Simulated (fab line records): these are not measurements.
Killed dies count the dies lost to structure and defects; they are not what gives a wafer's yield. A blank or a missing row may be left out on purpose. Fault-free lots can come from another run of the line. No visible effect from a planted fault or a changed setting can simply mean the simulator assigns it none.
Chamber matching    flow gf180mcu    4 sister chambers for GF_V1_CMP_26 on cmp-01
The step polishes, stops on SiO2, t overpolish 15 s, target thk 0 nm. 8 wafers are shown with their chamber, then 8 later ones without.

WAFERS PAIRED WITH THEIR CHAMBERS
wafer   chamber  time_to_endpoint_s (s)  motor_current_A (A)
L719.2  3        83                      11.7
L720.3  3        82                      11.7
L720.5  1        85                      10.4
L720.6  2        92                      10.9
L721.4  2        89                      11.1
L721.5  0        85                      11.0
L721.6  1        84                      11.1
L730.2  0        87                      11.7

WAFERS MISSING THEIR CHAMBER
wafer   time_to_endpoint_s (s)  motor_current_A (A)
L730.4  84                      11.6
L730.6  89                      11.7
L734.2  87                      11.6
L734.3  84                      10.7
L734.6  88                      11.3
L736.1  86                      10.9
L736.3  86                      11.3
L736.5  86                      11.3

WHICH CHAMBER EACH WENT THROUGH
wafer   from the rows above           in truth
L730.4  can't be placed: 3 or 0 or 1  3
L730.6  can't be placed: 2 or 0 or 1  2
L734.2  can't be placed: 0 or 1       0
L734.3  can't be placed: 1 or 0       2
L734.6  can't be placed: 0 or 2 or 1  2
L736.1  can't be placed: 1 or 0       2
L736.3  can't be placed: 0 or 1       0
L736.5  can't be placed: 0 or 1       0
Correct placement for 0 of the 8. Not placeable from these rows: 8 (in 6, the candidates include the true chamber). Number placed wrongly: 0.
How it was worked out, from the rows above alone: a wafer's distance from a chamber is the root of the sum, over the readings, of the square of ((its reading less the chamber's mean) divided by the reading's scatter). The wafer belongs to the nearest chamber; if the next one is less than 2 further off, it can't be placed. The mean given for a chamber averages the wafers shown for that chamber. The scatter is the square root of a quotient: the sum, over the shown wafers, of each reading's squared deviation from its chamber's mean, divided by wafers minus chambers.
